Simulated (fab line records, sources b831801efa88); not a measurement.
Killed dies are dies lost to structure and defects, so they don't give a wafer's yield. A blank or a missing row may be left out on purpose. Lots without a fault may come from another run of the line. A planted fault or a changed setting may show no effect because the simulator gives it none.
fab line records | flow sky130
record lots=14 wafers=42 last_day=50
route steps=708 shown METAL3@560 VIA3@574
lots that met no fault: from a run of the same line without faults
start_h: hours from the record's first day to the start of the lot's first wafer shown | wait_h: hours since the lot's step before | " the same as in the row above | L1.1+2: a row that stands for several wafers | - no value, or no start given | * or withheld: withheld | < > ~ a bound
route shown NAME@n: a module of which the file shows steps, and the number in the route of the first | usual: mean/standard deviation of fault-free wafers | same: alike in all rows | chamber/n: place in a boat | sites: the reading at each site | _std_site: their standard deviation | _edge_site: outer sites' mean less inner sites' | radius_mm: how far each site lies from the wafer's centre | mask NAME#n: copy n | behind: the tool/chamber that last shaped the wafer | hold: why the lot was held/for how many hours/how that ended | device: the transistor (n, p or np) that didn't switch | end of line: the same wafers' tests at the end of the route | a step without rows: its recipe alone | killed: dies lost to structure and defects at the first sort, not the wafer's yield | map: a wafer's dies, x killed, . not, _ none there
set.NAME: the setting as run; set.NAME@STEP: as run at that earlier step | model.NAME: the simulator's own value behind a step, which no gauge read
steps of the route over a sample of lots; a table a step, a row a wafer
services: from which hour (start_h, from the record's first day; less than 0 if before it) a tool's chamber was out of use, for how many hours, and why
## steps
# step SKY_METAL3_EXPOSE_10
# recipe mask_id=MM3 na=0.68 source_shape=annular sigma_inner=0.4 sigma_outer=0.8 target_cd_nm=300 dose_mj=28
# same na=0.68
# columns lot.wafer tool chamber start_h wait_h mask
L780.1+5+6 krf_scanner-01 0 899.84 - MM3#0
L783.1+3+4 krf_scanner-02 0 920.89 - MM3#0
L784.3+4+5 krf_scanner-02 0 922.17 - MM3#0
L787.3+5+6 krf_scanner-02 0 946.32 - MM3#0
L786.1+4+5 krf_scanner-02 0 946.68 - MM3#0
L790.2+3+4 krf_scanner-02 0 967.45 - MM3#0
L789.1+2+6 krf_scanner-02 0 968.28 - MM3#0
L792.1+3+6 krf_scanner-01 0 989.32 - MM3#0
L793.3+5+6 krf_scanner-01 0 989.47 - MM3#0
L794.1+2+5 krf_scanner-02 0 994.89 - MM3#0
L796.1+3+6 krf_scanner-02 0 1009.91 - MM3#0
L798.1+5+6 krf_scanner-01 0 1032.40 - MM3#0
L799.2+5+6 krf_scanner-02 0 1033.58 - MM3#0
L800.2+3+4 krf_scanner-02 0 1035.70 - MM3#0
# step SKY_METAL3_CD_MEAS_13
# recipe target_cd_nm=300
# usual cd_nm=300.2/1.4
# columns lot.wafer tool chamber start_h wait_h cd_nm
L780.1 cd_sem-01 - 912.47 - 301.0
L780.5 " - " " 300.6
L780.6 " - " " 301.0
L783.1 cd_sem-02 - 933.97 - 300.1
L783.3 " - " " 300.6
L783.4 " - " " 301.3
L784.3 cd_sem-02 - 934.71 - 301.4
L784.4 " - " " 300.7
L784.5 " - " " 301.2
L787.3 cd_sem-02 - 958.72 - 302.5
L787.5 " - " " 301.9
L787.6 " - " " 302.6
L786.1 cd_sem-01 - 959.03 - 302.1
L786.4 " - " " 301.7
L786.5 " - " " 302.3
L790.2 cd_sem-02 - 979.90 - 301.3
L790.3 " - " " 302.4
L790.4 " - " " 301.6
L789.1 cd_sem-01 - 980.72 - 300.3
L789.2 " - " " 302.1
L789.6 " - " " 301.8
L792.1 cd_sem-02 - 1000.82 - 301.3
L792.3 " - " " 301.5
L792.6 " - " " 302.0
L793.3 cd_sem-01 - 1001.21 - 300.0
L793.5 " - " " 300.5
L793.6 " - " " 298.7
L794.1 cd_sem-02 - 1007.17 - 298.4
L794.2 " - " " 296.9
L794.5 " - " " 297.4
L796.1 cd_sem-01 - 1020.72 - 300.7
L796.3 " - " " 299.8
L796.6 " - " " 299.2
L798.1 cd_sem-02 - 1042.72 - 299.9
L798.5 " - " " 298.5
L798.6 " - " " 298.5
L799.2 cd_sem-01 - 1043.85 - 240.8
L799.5 " - " " 258.8
L799.6 " - " " 256.4
L800.2 cd_sem-01 - 1046.35 - 266.3
L800.3 " - " " 254.2
L800.4 " - " " 280.8
# step SKY_METAL3_ETCH_17
# recipe target=SiO2 stop_on=TiN chemistry=C4F8/O2/Ar source_w=1500 bias_w=1200 pressure_mtorr=40 c4f8_flow_sccm=withheld O2_flow_sccm=6 Ar_flow_sccm=300 time_s=3.9 target_depth_a=150
# usual oes_product_au=0.754/0.0073
# same time_s=3.9
# columns lot.wafer tool chamber start_h wait_h oes_product_au rf_hours_counter_h
L780.1 rie_diel-02 3 912.88 0.2 0.753 11
L780.5 " 2 " " 0.762 -
L780.6 " 3 " " 0.746 -
L783.1 rie_diel-02 3 934.25 0.1 0.750 11
L783.3 " 1 " " 0.753 3
L783.4 " 0 " " 0.753 24
L784.3 rie_diel-03 2 934.95 0.0 0.741 20
L784.4 " 0 " " 0.765 14
L784.5 " 3 " " 0.760 -
L787.3 rie_diel-04 1 958.97 0.0 0.756 16
L787.5 " 3 " " 0.757 -
L787.6 " 2 " " 0.766 -
L786.1 rie_diel-02 2 959.32 0.1 0.766 8
L786.4 " 1 " " 0.752 4
L786.5 " 1 " " 0.762 -
L790.2 rie_diel-02 2 980.21 0.1 0.740 9
L790.3 " 3 " " 0.755 12
L790.4 " 2 " " 0.754 -
L789.1 rie_diel-04 1 981.01 0.1 0.752 17
L789.2 " 2 " " 0.763 16
L789.6 " 3 " " 0.762 -
L792.1 rie_diel-04 2 1001.11 0.1 0.757 17
L792.3 " 1 " " 0.753 18
L792.6 " 3 " " 0.760 -
L793.3 rie_diel-02 1 1001.46 0.0 0.754 5
L793.5 " 2 " " 0.752 -
L793.6 " 1 " " 0.749 -
L794.1 rie_diel-03 2 1007.46 0.1 0.748 22
L794.2 " 3 " " 0.752 7
L794.5 " 2 " " 0.762 -
L796.1 rie_diel-03 3 1021.01 0.1 0.750 8
L796.3 " 1 " " 0.741 8
L796.6 " 3 " " 0.757 -
L798.1 rie_diel-03 1 1043.05 0.1 0.748 9
L798.5 " 1 " " 0.763 -
L798.6 " 2 " " 0.764 -
L799.2 rie_diel-02 2 1044.12 0.1 0.755 11
L799.5 " 0 " " 0.757 -
L799.6 " 1 " " 0.769 -
L800.2 rie_diel-04 0 1046.62 0.1 0.757 15
L800.3 " 1 " " 0.761 19
L800.4 " 0 " " 0.760 -
# step SKY_METAL3_STRIP_19
# recipe chemistry=O2/N2 power_w=1400 pressure_mtorr=1500 platen_temp_c=withheld o2_flow_sccm=3000 n2_flow_sccm=300 overash_fraction=0.5
# usual drypump_motor_current_A=5.8/0.5 oes_product_au=0.503/0.0059 strip_time_to_endpoint_s=6.55/0.097
# columns lot.wafer tool chamber start_h wait_h drypump_motor_current_A oes_product_au rf_hours_counter_h strip_time_to_endpoint_s
L780.1 plasma_asher-04 1 913.08 0.1 5.7 0.508 111 6.57
L780.5 " 1 " " 5.7 0.511 - 6.54
L780.6 " 0 " " 5.2 0.511 - 6.63
L783.1 plasma_asher-04 1 934.45 0.1 5.7 0.502 113 6.38
L783.3 " 1 " " 5.7 0.498 - 6.41
L783.4 " 0 " " 5.2 0.513 - 6.71
L784.3 plasma_asher-03 1 935.18 0.1 5.7 0.510 - 6.67
L784.4 " 0 " " 5.2 0.515 - 6.77
L784.5 " 1 " " 5.7 0.504 - 6.69
L787.3 plasma_asher-03 1 959.20 0.1 5.7 0.497 - 6.35
L787.5 " 0 " " 5.2 0.495 - 6.37
L787.6 " 1 " " 5.7 0.504 - 6.55
L786.1 plasma_asher-04 0 959.51 0.1 5.2 0.494 115 6.49
L786.4 " 1 " " 5.7 0.504 - 6.57
L786.5 " 0 " " 5.2 0.509 - 6.51
L790.2 plasma_asher-02 0 980.41 0.1 6.2 0.497 24 6.45
L790.3 " 1 " " 6.5 0.498 - 6.50
L790.4 " 0 " " 6.3 0.509 - 6.51
L789.1 plasma_asher-03 1 981.26 0.2 5.7 0.494 52 6.45
L789.2 " 0 " " 5.2 0.497 52 6.59
L789.6 " 1 " " 5.7 0.501 - 6.53
L792.1 plasma_asher-04 1 1001.30 0.1 5.7 0.504 119 6.49
L792.3 " 1 " " 5.7 0.496 - 6.45
L792.6 " 0 " " 5.2 0.500 - 6.45
L793.3 plasma_asher-02 0 1001.69 0.1 6.2 0.502 - 6.57
L793.5 " 0 " " 6.2 0.508 - 6.66
L793.6 " 1 " " 6.5 0.500 - 6.40
L794.1 plasma_asher-04 0 1007.65 0.1 5.2 0.509 120 6.65
L794.2 " 1 " " 5.7 0.500 120 6.44
L794.5 " 0 " " 5.2 0.511 - 6.60
L796.1 plasma_asher-02 0 1021.20 0.1 6.2 0.500 29 6.52
L796.3 " 0 " " 6.2 0.495 - 6.52
L796.6 " 1 " " 6.5 0.499 - 6.53
L798.1 plasma_asher-04 1 1043.25 0.1 5.7 0.507 123 6.69
L798.5 " 0 " " 5.2 0.501 - 6.57
L798.6 " 1 " " 5.7 0.507 - 6.67
L799.2 plasma_asher-03 1 1044.31 0.1 5.7 0.505 58 6.47
L799.5 " 1 " " 5.7 0.497 - 6.66
L799.6 " 0 " " 5.2 0.502 - 6.52
L800.2 plasma_asher-04 1 1046.81 0.1 5.7 0.508 124 6.52
L800.3 " 0 " " 5.2 0.499 - 6.50
L800.4 " 1 " " 5.7 0.498 - 6.48
# step SKY_VIA3_THK_MEAS_01
# recipe reads=SiO2_of_VIA3_HDPCVD_00
# usual VIA3_HDPCVD_THK=1644/21
# columns lot.wafer tool chamber start_h wait_h VIA3_HDPCVD_THK[nm]
L780.1 film_metro-03 - 913.85 0.1 1663
L780.5 " - " " 1667
L780.6 " - " " 1634
L783.1 film_metro-04 - 935.22 0.1 1647
L783.3 " - " " 1684
L783.4 " - " " 1664
L784.3 film_metro-03 - 935.94 0.1 1645
L784.4 " - " " 1649
L784.5 " - " " 1629
L787.3 film_metro-02 - 959.95 0.1 1640
L787.5 " - " " 1652
L787.6 " - " " 1629
L786.1 film_metro-04 - 960.28 0.1 1611
L786.4 " - " " 1622
L786.5 " - " " 1620
L790.2 film_metro-02 - 981.22 0.1 1647
L790.3 " - " " 1668
L790.4 " - " " 1650
L789.1 film_metro-04 - 982.10 0.1 1645
L789.2 " - " " 1661
L789.6 " - " " 1668
L792.1 film_metro-03 - 1002.07 0.1 1687
L792.3 " - " " 1667
L792.6 " - " " 1663
L793.3 film_metro-02 - 1002.44 0.1 1650
L793.5 " - " " 1642
L793.6 " - " " 1635
L794.1 film_metro-03 - 1008.41 0.1 1598
L794.2 " - " " 1638
L794.5 " - " " 1618
L796.1 film_metro-03 - 1021.96 0.1 1638
L796.3 " - " " 1627
L796.6 " - " " 1616
L798.1 film_metro-02 - 1044.00 0.1 1643
L798.5 " - " " 1675
L798.6 " - " " 1655
L799.5 film_metro-04 - 1045.11 0.0 1650
L799.6 " - " " 1647
L800.2 film_metro-04 - 1047.58 0.1 1673
L800.3 " - " " 1656
L800.4 " - " " 1645
## services
# columns tool chamber start_h hours kind
krf_scanner-01 - 903.03 1.6 repair
rie_diel-02 - 904.30 0.5 repair
krf_scanner-01 - 915.68 0.8 pm
rie_diel-04 0 917.22 4.2 repair
rie_diel-02 1 941.08 6.9 repair
rie_diel-03 1 945.25 7.9 repair
krf_scanner-02 - 947.37 4.0 pm
rie_diel-02 0 950.45 2.3 repair
rie_diel-04 - 969.63 2.8 pm
rie_diel-04 2 972.43 2.5 repair
krf_scanner-02 - 979.94 1.3 pm
rie_diel-04 3 986.15 2.4 repair
krf_scanner-02 - 988.50 1.0 pm
plasma_asher-03 - 1003.20 2.1 repair
krf_scanner-02 - 1003.56 0.9 repair
rie_diel-03 1 1007.15 3.2 repair
rie_diel-03 0 1016.72 8.5 repair
krf_scanner-01 - 1020.90 1.3 pm
krf_scanner-01 - 1022.91 1.0 pm
krf_scanner-02 - 1023.22 1.2 repair
krf_scanner-01 - 1024.67 3.6 pm
rie_diel-03 3 1027.59 5.9 repair
krf_scanner-02 - 1032.14 0.8 pm
krf_scanner-01 - 1034.92 5.8 repair
## key
first_sign step=SKY_METAL3_CD_MEAS_13 reading=cd_nm direction=down sigmas=28 usual=300.2 struck=259.5
effect none on later readings
met_at SKY_METAL3_EXPOSE_10
struck_lots L799,L800
later_rows_left_out L799.2
sort_left_out L799.2,L799.5,L799.6,L800.2,L800.3,L800.4
not_acting_at SKY_METAL3_ETCH_17,SKY_METAL3_STRIP_19,SKY_VIA3_THK_MEAS_01
onset_between 1009.91 1033.58
also_fits time
fault kind=process_parameter_drift tool=krf_scanner-02 chamber=- onset_h=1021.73 steps=SKY_METAL3_EXPOSE_10 channel=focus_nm offset=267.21 spread_by_wafer=0.3 shape=step end_h=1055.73
# sort_left_out: the simulated sort isn't trusted on such a fault, so these wafers' sort isn't shown, and their yield isn't known
# later_rows_left_out: the simulator's readings of these wafers behind a module that went badly wrong aren't trusted and aren't shown, but for the sort
